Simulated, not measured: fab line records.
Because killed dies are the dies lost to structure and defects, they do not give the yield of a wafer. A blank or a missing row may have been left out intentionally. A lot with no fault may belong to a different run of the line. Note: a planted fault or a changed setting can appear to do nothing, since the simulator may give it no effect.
fab line records	flow sky130
[record] lots = 6	wafers = 16	last-day = 49
route steps=708 shown VIA2@524 METAL3@532 CAPM@537 PAD_OPEN@708
lots that met no fault: from a run of the same line without faults
start-h: start of the lot's first displayed wafer, in hours after the record's first day	wait-h: hours from the lot's prior step to this one	" identical to the entry in the row above	L1.1+2: several wafers, shown together as one row	- either no value or no given start	* or withheld: withheld	< > ~ a bound
route shown NAME@n: names a module that has steps shown in the file, with the first one's number in the route	usual: mean/standard deviation taken from wafers without a fault	same: alike in all rows	chamber/n: place in a boat	sites: per-site readings	_std_site: standard deviation of those values	_edge_site: the outer-site mean with the inner-site mean subtracted	radius-mm: for every site, how far away it sits from the centre of the wafer	mask NAME#n: copy n	behind: the tool/chamber that last shaped the wafer	hold: why the lot went on hold/how many hours it stayed there/how the hold came to an end	device: which transistor (n, p or np) failed to switch	end of line: the tests these same wafers got at the end of their route	for a step that has no rows: nothing shown but its recipe	killed: dies that structure and defects cost at the first sort, which is not the same as the wafer's yield	map: a wafer's dies, x killed, . not, _ none there
set.NAME: the run value of the setting; set.NAME@STEP: its run value at that earlier step	model.NAME: the simulator's own value behind a step, which no gauge read
lots at some steps of the route; a table a step, a row a wafer
services: from which hour (start-h, from the record's first day; less than 0 if before it) a tool's chamber was out of use, for how many hours, and why
[[steps]]
[step SKY_VIA2_STRIP_17]
[recipe] chemistry = post-etch-residue-remover	time-s = 1200	temp-c = 72.5
[step SKY_VIA2_CLEAN_18]
[recipe] chemistry = IPA	time-s = 180	temp-c = 25
[step SKY_VIA2_CLEAN_19]
[recipe] chemistry = O3/DIW	dry = n2-spin
[step SKY_VIA2_SPUTTER_20]
[recipe] material = TiN	target-thk-nm = 20	chamber-pressure-pa = 5	power-w = 4000	time-s = 80
[usual] throttle-valve-pct = 30.1/0.73
lot.wafer	tool	chamber	start-h	wait-h	throttle-valve-pct
L468.4	pvd-sputter-01	-	846.29	0.0	29.4
L468.5	"	-	"	"	29.5
L468.6	"	-	"	"	31.0
L470.3	pvd-sputter-01	-	871.38	0.0	29.9
L470.4	"	-	"	"	30.6
L470.5	"	-	"	"	30.9
L474.2	pvd-sputter-01	-	906.32	0.0	30.8
L474.4	"	-	"	"	29.6
L474.5	"	-	"	"	30.9
L479.1	pvd-sputter-01	-	931.09	0.0	30.7
L479.6	"	-	"	"	30.6
L478.4	pvd-sputter-02	-	933.84	0.0	30.0
L478.6	"	-	"	"	30.7
L488.1	pvd-sputter-01	-	986.70	0.0	29.0
L488.2	"	-	"	"	29.8
L488.5	"	-	"	"	30.5
[step SKY_VIA2_CVD_21]
[recipe] material = W	target-thk-nm = 420	time-s = 126.4	temp-c = 400	pressure-torr = 40
[step SKY_VIA2_RS_MEAS_22]
[recipe] thk-meas-gauge = four-point-probe	reads = W_of_VIA2_CVD_21+TiN_of_VIA2_SPUTTER_20
[usual] VIA2_W_RS = 0.2757/0.0027
lot.wafer	tool	chamber	start-h	wait-h	VIA2_W_RS[ohm/sq]
L468.4	film-metro-02	-	846.54	0.1	0.2788
L468.5	"	-	"	"	0.2748
L468.6	"	-	"	"	0.2775
L470.3	film-metro-01	-	871.61	0.1	0.2803
L470.4	"	-	"	"	0.2752
L470.5	"	-	"	"	0.2763
L474.2	film-metro-04	-	906.53	0.1	0.2747
L474.4	"	-	"	"	0.2724
L474.5	"	-	"	"	0.2728
L479.1	film-metro-01	-	931.41	0.1	0.2760
L479.6	"	-	"	"	0.2741
L478.4	film-metro-01	-	934.10	0.1	0.2724
L478.6	"	-	"	"	0.2760
L488.1	film-metro-01	-	986.89	0.1	0.2755
L488.2	"	-	"	"	0.2735
L488.5	"	-	"	"	0.2774
[step SKY_VIA2_THK_MEAS_23]
[recipe] thk-meas-gauge = xrf	reads = W_of_VIA2_CVD_21
[usual] VIA2_W_THK = 419/8
lot.wafer	tool	chamber	start-h	wait-h	VIA2_W_THK[nm]
L468.4	film-metro-02	-	846.63	0.1	411
L468.5	"	-	"	"	416
L468.6	"	-	"	"	413
L470.3	film-metro-01	-	871.71	0.1	413
L470.4	"	-	"	"	417
L470.5	"	-	"	"	417
L474.2	film-metro-04	-	906.64	0.1	436
L474.4	"	-	"	"	436
L474.5	"	-	"	"	437
L479.1	film-metro-01	-	931.53	0.1	420
L479.6	"	-	"	"	424
L478.4	film-metro-01	-	934.19	0.1	426
L478.6	"	-	"	"	418
L488.1	film-metro-01	-	987.01	0.1	419
L488.2	"	-	"	"	420
L488.5	"	-	"	"	416
[step SKY_VIA2_CMP_24]
[recipe] stop-on = SiO2	t-overpolish-s = 20	down-force-psi = 3.5	platen-rpm = 60	target-thk-nm = 0	pad-velocity-m-s = 0.94248
[step SKY_METAL3_SPUTTER_00]
[recipe] material = Ti	target-thk-nm = 15	power-w = 3000	time-s = 10	chamber-pressure-pa = 0.4
[usual] throttle-valve-pct = 30.1/0.72
lot.wafer	tool	chamber	start-h	wait-h	throttle-valve-pct
L468.4	pvd-sputter-03	-	846.96	0.1	30.7
L468.5	"	-	"	"	30.6
L468.6	"	-	"	"	30.7
L470.3	pvd-sputter-04	-	872.05	0.2	30.9
L470.4	"	-	"	"	30.4
L470.5	"	-	"	"	30.3
L474.2	pvd-sputter-02	-	906.99	0.1	30.1
L474.4	"	-	"	"	28.8
L474.5	"	-	"	"	30.1
L479.1	pvd-sputter-03	-	931.89	0.1	30.5
L479.6	"	-	"	"	30.8
L478.4	pvd-sputter-03	-	934.59	0.2	30.1
L478.6	"	-	"	"	30.8
L488.1	pvd-sputter-04	-	987.37	0.1	30.8
L488.2	"	-	"	"	29.5
L488.5	"	-	"	"	30.4
[step SKY_METAL3_SPUTTER_01]
[recipe] material = TiN	target-thk-nm = 20	power-w = 6500	time-s = 16.7	chamber-pressure-pa = 0.4
[step SKY_METAL3_SPUTTER_02]
[recipe] material = AlCu	target-thk-nm = 735	power-w = 10600	time-s = 39.1	chamber-pressure-pa = 0.4
[usual] throttle-valve-pct = 30.1/0.73
lot.wafer	tool	chamber	start-h	wait-h	throttle-valve-pct
L468.4	pvd-sputter-03	-	847.01	0.0	30.3
L468.5	"	-	"	"	30.9
L468.6	"	-	"	"	30.7
L470.3	pvd-sputter-04	-	872.10	0.0	30.9
L470.4	"	-	"	"	30.1
L470.5	"	-	"	"	30.2
L474.2	pvd-sputter-02	-	907.04	0.0	29.6
L474.4	"	-	"	"	29.1
L474.5	"	-	"	"	29.9
L479.1	pvd-sputter-03	-	931.94	0.0	30.2
L479.6	"	-	"	"	30.7
L478.4	pvd-sputter-03	-	934.64	0.0	30.2
L478.6	"	-	"	"	30.7
L488.1	pvd-sputter-04	-	987.42	0.0	30.9
L488.2	"	-	"	"	29.7
L488.5	"	-	"	"	30.4
[step SKY_METAL3_SPUTTER_03]
[recipe] material = Ti	target-thk-nm = 5	power-w = 3000	time-s = 3.3	chamber-pressure-pa = 0.4
[step SKY_METAL3_SPUTTER_04]
[recipe] material = TiN	target-thk-nm = 70	power-w = 6500	time-s = 58.3	chamber-pressure-pa = 0.4
[usual] throttle-valve-pct = 30.1/0.72
lot.wafer	tool	chamber	start-h	wait-h	throttle-valve-pct	model.TiN_of_METAL3_SPUTTER_04.thk-nm
L468.4	pvd-sputter-03	-	847.07	0.0	31.0	69.47
L468.5	"	-	"	"	30.6	69.06
L468.6	"	-	"	"	30.9	69.35
L470.3	pvd-sputter-04	-	872.16	0.0	30.9	69.47
L470.4	"	-	"	"	30.1	69.76
L470.5	"	-	"	"	30.2	69.01
L474.2	pvd-sputter-02	-	907.10	0.0	30.0	70.11
L474.4	"	-	"	"	28.5	69.59
L474.5	"	-	"	"	29.8	70.25
L479.1	pvd-sputter-03	-	931.99	0.0	29.9	68.63
L479.6	"	-	"	"	30.6	132.8
L478.4	pvd-sputter-03	-	934.69	0.0	30.4	132.7
L478.6	"	-	"	"	30.5	132.4
L488.1	pvd-sputter-04	-	987.48	0.0	30.9	68.97
L488.2	"	-	"	"	29.6	69.49
L488.5	"	-	"	"	29.8	68.81
[step SKY_CAPM_CVD_00]
[recipe] material = SiO2	target-thk-nm = 15.5	temp-c = 400	time-s = withheld	rf-w = 450
[usual] heater-power-w = 710/78
lot.wafer	tool	chamber	start-h	wait-h	heater-power-w
L468.4	pecvd-03	0	847.13	0.0	748
L468.5	"	2	"	"	807
L468.6	"	1	"	"	743
L470.3	pecvd-03	0	872.21	0.0	683
L470.4	"	0	"	"	669
L470.5	"	1	"	"	644
L474.2	pecvd-04	2	907.15	0.0	777
L474.4	"	1	"	"	710
L474.5	"	2	"	"	765
L479.1	pecvd-02	1	932.04	0.0	705
L479.6	"	1	"	"	723
L478.4	pecvd-04	1	934.75	0.0	748
L478.6	"	2	"	"	738
L488.1	pecvd-02	0	987.53	0.0	613
L488.2	"	2	"	"	621
L488.5	"	2	"	"	602
[step SKY_CAPM_THK_MEAS_01]
[recipe] reads = SiO2_of_CAPM_CVD_00
[usual] CAPM_CVD_00_THK = 15.47/0.24
lot.wafer	tool	chamber	start-h	wait-h	CAPM_CVD_00_THK[nm]
L468.4	film-metro-03	-	847.17	-	15.60
L468.5	"	-	"	"	15.81
L468.6	"	-	"	"	15.63
L470.3	film-metro-02	-	872.25	-	15.30
L470.4	"	-	"	"	15.62
L470.5	"	-	"	"	15.53
L474.2	film-metro-02	-	907.18	-	15.06
L474.4	"	-	"	"	15.42
L474.5	"	-	"	"	15.67
L479.1	film-metro-04	-	932.06	-	15.56
L479.6	"	-	"	"	16.00
L478.4	film-metro-02	-	934.79	-	15.57
L478.6	"	-	"	"	15.84
L488.1	film-metro-04	-	987.55	-	15.42
L488.2	"	-	"	"	15.40
L488.5	"	-	"	"	15.70
[step SKY_CAPM_SPUTTER_02]
[recipe] material = TiN	target-thk-nm = 200	temp-c = 300	power-w = 6500	time-s = 166.7	chamber-pressure-pa = 0.4
[usual] throttle-valve-pct = 30.1/0.78
lot.wafer	tool	chamber	start-h	wait-h	throttle-valve-pct
L468.4	pvd-sputter-04	-	847.20	0.0	30.9
L468.5	"	-	"	"	30.9
L468.6	"	-	"	"	28.7
L470.3	pvd-sputter-03	-	872.29	0.0	30.6
L470.4	"	-	"	"	30.5
L470.5	"	-	"	"	30.5
L474.2	pvd-sputter-01	-	907.23	0.0	28.8
L474.4	"	-	"	"	31.1
L474.5	"	-	"	"	29.4
L479.1	pvd-sputter-01	-	932.12	0.1	31.1
L479.6	"	-	"	"	30.9
L478.4	pvd-sputter-03	-	934.82	0.0	30.2
L478.6	"	-	"	"	30.8
L488.1	pvd-sputter-03	-	987.61	0.1	30.1
L488.2	"	-	"	"	30.4
L488.5	"	-	"	"	30.4
[step SKY_CAPM_RS_MEAS_03]
[recipe] thk-meas-gauge = four-point-probe	reads = TiN_of_CAPM_SPUTTER_02
[usual] CAPM_TIN_RS = 6.90/0.067
lot.wafer	tool	chamber	start-h	wait-h	CAPM_TIN_RS[ohm/sq]
L468.4	film-metro-03	-	847.37	0.1	6.97
L468.5	"	-	"	"	6.92
L468.6	"	-	"	"	6.90
L470.3	film-metro-03	-	872.44	0.1	7.04
L470.4	"	-	"	"	7.01
L470.5	"	-	"	"	7.03
L474.2	film-metro-03	-	907.36	0.1	6.99
L474.4	"	-	"	"	7.03
L474.5	"	-	"	"	7.00
L479.1	film-metro-02	-	932.23	0.1	6.92
L479.6	"	-	"	"	7.01
L478.4	film-metro-03	-	934.99	0.1	6.86
L478.6	"	-	"	"	6.82
L488.1	film-metro-03	-	987.72	0.1	6.87
L488.2	"	-	"	"	6.90
L488.5	"	-	"	"	6.88
[step SKY_CAPM_THK_MEAS_04]
[recipe] thk-meas-gauge = xrf	reads = TiN_of_CAPM_SPUTTER_02
[usual] CAPM_TIN_THK = 203.7/2.1
lot.wafer	tool	chamber	start-h	wait-h	CAPM_TIN_THK[nm]
L468.4	film-metro-03	-	847.46	0.1	202.1
L468.5	"	-	"	"	204.3
L468.6	"	-	"	"	203.7
L470.3	film-metro-03	-	872.54	0.1	201.4
L470.4	"	-	"	"	201.9
L470.5	"	-	"	"	201.5
L474.2	film-metro-03	-	907.47	0.1	200.8
L474.4	"	-	"	"	200.7
L474.5	"	-	"	"	201.5
L479.1	film-metro-02	-	932.35	0.1	202.2
L479.6	"	-	"	"	199.9
L478.4	film-metro-03	-	935.08	0.1	204.9
L478.6	"	-	"	"	205.1
L488.1	film-metro-03	-	987.84	0.1	204.9
L488.2	"	-	"	"	203.9
L488.5	"	-	"	"	204.7
[step SKY_CAPM_DEHYDRATE_05]
[recipe] temp-c = 200	time-s = 60
[step SKY_CAPM_HMDS_06]
[recipe] prime-time-s = 60	prime-temp-c = 120
[step SKY_CAPM_COAT_07]
[recipe] resist = NOVOLAK	spin-rpm = 3000	resist-thk-nm = 1140
[step SKY_CAPM_SOFTBAKE_08]
[recipe] temp-c = 90	time-s = 60	resist = NOVOLAK
[step SKY_CAPM_EXPOSE_09]
[recipe] mask-id = CAPM	na = 0.6	source-shape = conventional	sigma-outer = 0.6	polarization = unpolarized	target-cd-nm = 1000	dose-mj = 159
[step SKY_CAPM_PEB_10]
[recipe] temp-c = withheld	time-s = *	resist = NOVOLAK
[step SKY_CAPM_DEVELOP_11]
[recipe] resist = NOVOLAK	developer = TMAH	develop-time-s = 60	dev-temp-c = 23
[step SKY_CAPM_OVL_MEAS_12]
[usual] CAPM_OVL = -0.4/1.4
lot.wafer	tool	chamber	start-h	wait-h	CAPM_OVL[nm]
L468.4	overlay-01	-	873.01	0.1	-1.6
L468.5	"	-	"	"	2.2
L468.6	"	-	"	"	0.9
L470.3	overlay-01	-	897.20	0.1	-0.5
L470.4	"	-	"	"	1.0
L470.5	"	-	"	"	-1.7
L474.2	overlay-02	-	931.83	0.1	1.4
L474.4	"	-	"	"	-0.3
L474.5	"	-	"	"	-1.8
L479.1	overlay-02	-	956.29	0.1	2.6
L479.6	"	-	"	"	0.3
L478.4	overlay-02	-	959.16	0.1	1.4
L478.6	"	-	"	"	1.0
L488.1	overlay-01	-	1010.39	0.1	-1.7
L488.2	"	-	"	"	-0.5
L488.5	"	-	"	"	-0.6
[step SKY_CAPM_METAL_ETCH_13]
[recipe] target-depth-nm = 220	stop-on = SiO2	chemistry = Cl2/BCl3	target = TiN	pressure-mtorr = 10	icp-w = 900	bias-w = 48.5	Cl2_flow_sccm = 60	bcl3-flow-sccm = 30	time-s = 62.9
[step SKY_CAPM_STRIP_14]
[recipe] chemistry = O2/N2	power-w = 1400	pressure-mtorr = 1500	platen-temp-c = withheld	o2-flow-sccm = 3000	n2-flow-sccm = 300	overash-fraction = 0.5
[step SKY_CAPM_STRIP_15]
[recipe] chemistry = post-etch-residue-remover	time-s = 1200	temp-c = 72.5
[step SKY_CAPM_CLEAN_16]
[recipe] chemistry = IPA	time-s = 180	temp-c = 25
[step SKY_CAPM_CLEAN_17]
[recipe] chemistry = O3/DIW	dry = n2-spin
[step SKY_METAL3_DEHYDRATE_05]
[recipe] temp-c = 200	time-s = 60
[step SKY_METAL3_HMDS_06]
[recipe] prime-time-s = 60	prime-temp-c = 120
[step SKY_METAL3_COAT_07]
[recipe] resist = BARC	temp-c = withheld	time-s = withheld	spin-rpm = 3000	resist-thk-nm = 60
[step SKY_METAL3_COAT_08]
[recipe] resist = KrF-thick	spin-rpm = 3000	resist-thk-nm = 1140
[step SKY_METAL3_SOFTBAKE_09]
[recipe] temp-c = 100	time-s = 90	resist = KrF-thick
[step SKY_METAL3_EXPOSE_10]
[recipe] mask-id = MM3	na = 0.68	source-shape = annular	sigma-inner = 0.4	sigma-outer = 0.8	target-cd-nm = 300	dose-mj = 28
[step SKY_METAL3_PEB_11]
[recipe] peb-temp-c = withheld	peb-time-s = withheld	resist = KrF-thick
[step SKY_METAL3_DEVELOP_12]
[recipe] develop-time-s = 60	resist = KrF-thick	dev-temp-c = 21
[step SKY_METAL3_CD_MEAS_13]
[recipe] target-cd-nm = 300
[usual] cd-nm = 300.6/1.2
lot.wafer	tool	chamber	start-h	wait-h	cd-nm
L468.4	cd-sem-02	-	898.87	-	301.4
L468.5	"	-	"	"	300.5
L468.6	"	-	"	"	301.1
L470.3	cd-sem-01	-	922.74	-	299.4
L470.4	"	-	"	"	299.5
L470.5	"	-	"	"	299.5
L474.2	cd-sem-02	-	956.77	-	304.3
L474.4	"	-	"	"	301.7
L474.5	"	-	"	"	302.0
L479.1	cd-sem-02	-	981.05	-	302.7
L479.6	"	-	"	"	300.7
L478.4	cd-sem-01	-	984.38	-	299.5
L478.6	"	-	"	"	299.4
L488.1	cd-sem-02	-	1033.65	-	301.0
L488.2	"	-	"	"	301.2
L488.5	"	-	"	"	301.0
[step SKY_METAL3_OVL_MEAS_14]
[usual] METAL3_OVL = 4/5.8
lot.wafer	tool	chamber	start-h	wait-h	METAL3_OVL[nm]
L468.4	overlay-02	-	898.95	0.1	4
L468.5	"	-	"	"	-4
L468.6	"	-	"	"	5
L470.3	overlay-02	-	922.83	0.1	7
L470.4	"	-	"	"	18
L470.5	"	-	"	"	6
L474.2	overlay-01	-	956.88	0.1	3
L474.4	"	-	"	"	11
L474.5	"	-	"	"	-1
L479.1	overlay-01	-	981.17	0.1	0
L479.6	"	-	"	"	8
L478.4	overlay-01	-	984.46	0.1	-1
L478.6	"	-	"	"	1
L488.1	overlay-01	-	1033.77	0.1	7
L488.2	"	-	"	"	7
L488.5	"	-	"	"	5
[step SKY_METAL3_DESCUM_15]
[recipe] chemistry = O2	source-power-w = 150	bias-power-w = 0	pressure-mtorr = 10	temp-c = 40	time-s = 8
[step SKY_METAL3_METAL_ETCH_18]
[recipe] target-depth-a = 8450	stop-on = SiO2	over-etch-frac = 0.3	time-s = 183.1	chemistry = Cl2/BCl3	resist-sidewall-deg = 88	pressure-mtorr = 10	icp-w = 900	bias-w = 48.5	Cl2_flow_sccm = 60	bcl3-flow-sccm = 30
[usual] drypump-motor-current-A = 5.90/0.24	mfc-cl2-sccm = 59.97/0.19	oes-product-au = 0.867/0.0055	throttle-valve-pct = 22.265/0.0099
lot.wafer	tool	chamber	start-h	wait-h	drypump-motor-current-A	mfc-cl2-sccm	oes-product-au	rf-hours-counter-h	throttle-valve-pct
L468.4	rie-metal-01	1	899.17	0.1	6.07	60.04	0.869	-	22.269
L468.5	"	0	"	"	6.21	60.07	0.867	-	22.274
L468.6	"	1	"	"	6.06	60.18	0.869	-	22.270
L470.3	rie-metal-03	1	923.06	0.1	5.62	60.06	0.865	-	22.261
L470.4	"	0	"	"	5.56	60.07	0.857	-	22.262
L470.5	"	0	"	"	5.54	59.72	0.863	-	22.265
L474.2	rie-metal-01	0	957.05	0.0	6.20	60.23	0.874	6	22.244
L474.4	"	1	"	"	6.03	59.85	0.869	-	22.288
L474.5	"	0	"	"	6.20	60.06	0.857	-	22.266
L479.1	rie-metal-01	1	981.35	0.0	6.06	60.03	0.867	15	22.272
L479.6	"	1	"	"	6.06	59.95	0.904	-	22.259
L478.4	rie-metal-03	0	984.80	0.2	5.59	60.35	0.904	-	22.279
L478.6	"	0	"	"	5.57	60.15	0.908	-	22.277
L488.1	rie-metal-02	0	1033.95	0.0	5.88	59.68	0.855	7	22.256
L488.2	"	1	"	"	5.98	59.78	0.867	16	22.265
L488.5	"	0	"	"	5.87	59.89	0.868	-	22.256
[step SKY_PAD_OPEN_PROBE_99]
[usual] defect-limited-yield = 82.2/1.9	killed_at_M0_to_M3 = 43/6.5	killed_at_M4_up = 3.5/1.9	killed-at-contacts = 24/5.4	killed-at-front-end = 16/4.8	killed-at-other = 0.4/0.64	killed-dies = 87/9.4	killed-open = 47/7	killed-short = 40/6.3	sort_bin_3_pad_short = 0.9/0.4	sort_bin_5_function = 10.5/1.4	sort_bin_6_memory = 6.3/1.1	sort-n-pass = 405/9.4	sort-yield-pct = 82.2/1.9
[same] gross-dies = 492	killed-at-back-side = 0	sort_bin_4_leakage[%] = 0	sort_bin_8_speed[%] = 0
lot.wafer	tool	chamber	start-h	wait-h	defect-limited-yield[%]	killed_at_M0_to_M3	killed_at_M4_up	killed-at-contacts	killed-at-front-end	killed-at-other	killed-dies	killed-open	killed-short	sort_bin_3_pad_short[%]	sort_bin_5_function[%]	sort_bin_6_memory[%]	sort-n-pass	sort-yield-pct[%]	model.etest.via3-chain.rc-ohm
L468.4	prober-02	-	1072.74	0.2	79.9	43	4	31	21	0	99	53	45	1.2	12.4	6.5	393	79.9	9.368
L468.5	prober-02	-	1072.79	0.2	84.1	29	4	27	18	0	78	35	42	1.4	8.3	6.1	414	84.1	9.184
L468.6	prober-02	-	1072.84	0.2	81.3	54	0	23	14	1	92	60	30	0.8	10.6	7.3	400	81.3	9.26
L470.3	prober-01	-	1093.37	0.2	79.5	52	5	23	21	0	101	52	49	1.2	12.4	6.9	391	79.5	9.498
L470.4	prober-01	-	1093.42	0.2	81.9	46	3	17	22	1	89	45	44	2.0	11.2	4.9	403	81.9	9.766
L470.5	prober-01	-	1093.47	0.2	82.1	38	3	23	24	0	88	44	44	0.4	10.8	6.7	404	82.1	9.774
L474.2	prober-01	-	1123.06	0.1	82.3	49	3	18	17	0	87	57	28	0.8	9.8	7.1	405	82.3	9.073
L474.4	prober-01	-	1123.16	0.2	80.5	46	5	17	28	0	96	50	44	1.0	11.4	7.1	396	80.5	9.382
L474.5	prober-01	-	1123.21	0.2	79.9	41	6	29	22	1	99	51	45	1.2	11.8	7.1	393	79.9	9.267
L479.1	prober-01	-	1141.81	0.1	85.2	39	5	18	9	2	73	35	36	1.0	9.3	4.5	419	85.2	9.986
L479.6	prober-01	-	1142.06	0.2	82.7	39	2	31	12	1	85	48	36	0.2	10.8	6.3	407	82.7	11.79
L478.4	prober-01	-	1143.46	0.2	84.8	36	4	19	15	1	75	35	37	0.8	8.9	5.5	417	84.8	12.14
L478.6	prober-01	-	1143.56	0.2	81.9	38	5	26	19	1	89	46	42	1.2	9.8	7.1	403	81.9	11.6
L488.1	prober-02	-	1181.39	0.1	79.9	41	3	30	25	0	99	59	40	0.4	13.6	6.1	393	79.9	9.749
L488.2	prober-02	-	1181.44	0.1	85.8	35	3	21	11	0	70	37	33	0.4	8.7	5.1	422	85.8	8.965
L488.5	prober-02	-	1181.59	0.2	82.1	39	4	31	14	0	88	52	36	1.0	9.6	7.3	404	82.1	9.787
// killed by level:class
L468.4 VIA1:geometric-particle:open=10 VIA2:geometric-particle:open=8 LI_CONTACT:geometric-particle:open=8 LOCAL_INTERCONNECT:geometric-particle:short=8 METAL2:geometric-particle:short=7 FIELD_ISO:geometric-particle:open=5 FIELD_ISO:geometric-particle:short=5 CONTACT:geometric-particle:open=5
L468.5 CONTACT:geometric-particle:open=10 LOCAL_INTERCONNECT:geometric-particle:short=7 CONTACT:geometric-particle:short=7 METAL2:geometric-particle:short=7 FIELD_ISO:geometric-particle:open=4 VIA1:geometric-particle:open=4 VIA2:geometric-particle:open=4 VIA3:geometric-particle:open=4
L468.6 CONTACT:geometric-particle:open=13 VIA2:geometric-particle:open=11 VIA1:geometric-particle:open=10 VIA3:geometric-particle:open=10 VIA3:geometric-particle:short=5 FIELD_ISO:geometric-particle:open=4 POLY_GATE:geometric-particle:open=4 CONTACT:geometric-particle:short=4
L470.3 VIA1:geometric-particle:open=11 METAL1:geometric-particle:short=9 VIA1:geometric-particle:short=9 CONTACT:geometric-particle:open=8 FIELD_ISO:geometric-particle:open=7 VIA2:geometric-particle:open=6 POLY_GATE:geometric-particle:short=5 CONTACT:geometric-particle:short=5
L470.4 VIA2:geometric-particle:open=8 CONTACT:geometric-particle:open=6 METAL1:geometric-particle:short=6 VIA1:geometric-particle:open=6 POLY_GATE:geometric-particle:open=5 VIA1:geometric-particle:short=5 METAL2:geometric-particle:short=5 POLY_GATE:geometric-particle:short=4
L470.5 POLY_GATE:geometric-particle:short=8 VIA1:geometric-particle:open=8 CONTACT:geometric-particle:short=6 METAL2:geometric-particle:short=6 FIELD_ISO:geometric-particle:open=5 LI_CONTACT:geometric-particle:open=5 CONTACT:geometric-particle:open=5 POLY_GATE:geometric-particle:open=4
L474.2 CONTACT:geometric-particle:open=10 METAL1:geometric-particle:short=9 VIA1:geometric-particle:open=9 VIA3:geometric-particle:open=8 VIA2:geometric-particle:open=7 LI_CONTACT:geometric-particle:open=6 FIELD_ISO:geometric-particle:open=4 FIELD_ISO:geometric-particle:short=4
L474.4 VIA1:geometric-particle:open=11 FIELD_ISO:geometric-particle:open=8 CONTACT:geometric-particle:open=6 METAL2:geometric-particle:short=6 FIELD_ISO:geometric-particle:short=5 VIA1:geometric-particle:short=5 METAL1:geometric-particle:short=5 VIA3:geometric-particle:short=4
L474.5 CONTACT:geometric-particle:short=9 VIA2:geometric-particle:open=9 CONTACT:geometric-particle:open=8 VIA3:geometric-particle:open=8 FIELD_ISO:geometric-particle:open=7 METAL4:geometric-particle:short=6 POLY_GATE:geometric-particle:open=5 LI_CONTACT:geometric-particle:open=5
L479.1 VIA1:geometric-particle:open=8 METAL1:geometric-particle:short=6 LOCAL_INTERCONNECT:geometric-particle:short=5 CONTACT:geometric-particle:open=5 VIA1:geometric-particle:short=5 METAL2:geometric-particle:short=5 VIA2:geometric-particle:open=5 LI_CONTACT:geometric-particle:short=3
L479.6 VIA1:geometric-particle:open=10 LI_CONTACT:geometric-particle:open=8 LOCAL_INTERCONNECT:geometric-particle:short=8 CONTACT:geometric-particle:open=7 VIA3:geometric-particle:open=6 VIA1:geometric-particle:short=5 FIELD_ISO:geometric-particle:short=4 FIELD_ISO:geometric-particle:open=4
L478.4 LI_CONTACT:geometric-particle:open=7 VIA1:geometric-particle:open=7 CONTACT:geometric-particle:open=7 METAL3:geometric-particle:short=6 VIA1:geometric-particle:short=5 METAL2:geometric-particle:short=4 METAL1:geometric-particle:short=4 FIELD_ISO:geometric-particle:short=3
L478.6 CONTACT:geometric-particle:open=14 VIA1:geometric-particle:open=9 FIELD_ISO:geometric-particle:short=7 CONTACT:geometric-particle:short=6 VIA3:geometric-particle:open=5 VIA1:geometric-particle:short=5 METAL4:geometric-particle:short=5 POLY_GATE:geometric-particle:short=4
L488.1 LI_CONTACT:geometric-particle:open=12 VIA1:geometric-particle:open=10 FIELD_ISO:geometric-particle:short=9 VIA2:geometric-particle:open=8 CONTACT:geometric-particle:short=7 VIA3:geometric-particle:open=6 METAL2:geometric-particle:short=5 FIELD_ISO:geometric-particle:open=4
L488.2 VIA1:geometric-particle:open=11 CONTACT:geometric-particle:open=7 METAL2:geometric-particle:short=5 VIA2:geometric-particle:open=5 FIELD_ISO:geometric-particle:short=4 VIA2:geometric-particle:short=4 LI_CONTACT:geometric-particle:short=3 LI_CONTACT:geometric-particle:open=3
L488.5 LI_CONTACT:geometric-particle:open=13 VIA1:geometric-particle:open=11 VIA1:geometric-particle:short=7 CONTACT:geometric-particle:open=6 METAL2:geometric-particle:short=5 METAL1:geometric-particle:short=5 VIA3:geometric-particle:open=5 FIELD_ISO:geometric-particle:short=4
[[services]]
tool	chamber	start-h	hours	kind
pecvd-02	1	859.75	12.0	repair
pecvd-03	-	863.89	5.5	pm
pvd-sputter-02	-	870.27	2.4	repair
pvd-sputter-04	-	872.23	7.8	repair
pecvd-02	2	877.84	10.3	repair
pvd-sputter-04	-	879.08	1.4	repair
pecvd-04	-	880.88	6.0	pm
pecvd-03	2	913.41	13.2	repair
rie-metal-01	1	916.12	7.5	repair
rie-metal-03	1	933.70	7.2	repair
pvd-sputter-04	-	933.97	2.4	repair
rie-metal-03	-	937.68	2.8	pm
pvd-sputter-03	-	943.03	1.7	repair
pecvd-03	0	944.35	4.4	repair
pecvd-02	1	958.06	5.9	repair
rie-metal-01	0	975.50	15.0	repair
rie-metal-03	1	980.39	20.4	repair
rie-metal-01	-	981.97	2.8	pm
pvd-sputter-02	-	982.11	11.9	repair
pvd-sputter-03	-	994.44	5.8	repair
pvd-sputter-03	-	995.29	14.7	repair
pvd-sputter-04	-	1005.31	0.9	repair
pecvd-04	1	1010.24	3.5	repair
pecvd-02	-	1014.03	2.8	pm
[[key]]
[first-sign] step = SKY_METAL3_METAL_ETCH_18	reading = oes-product-au	direction = up	sigmas = 7	usual = 0.867	struck = 0.905
effect none on later readings
[model-effect] step = SKY_METAL3_SPUTTER_04	value = TiN_of_METAL3_SPUTTER_04.thk-nm	without = 69.23	struck = 132.6
[model-effect] step = SKY_PAD_OPEN_PROBE_99	value = etest.via3-chain.rc-ohm	without = 9.985	struck = 11.84
met-at SKY_METAL3_SPUTTER_04
struck-wafers L478.4,L478.6,L479.6
onset-between 847.07 931.99
[fault] kind = process-parameter-drift	tool = pvd-sputter-03	chamber = -	onset-h = 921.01	steps = SKY_METAL3_SPUTTER_04	channel = target-thk-nm	offset = 63.412	shape = step	end-h = 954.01	scope = struck-wafers-only	acts-in = these-recipes-only	stated = 70
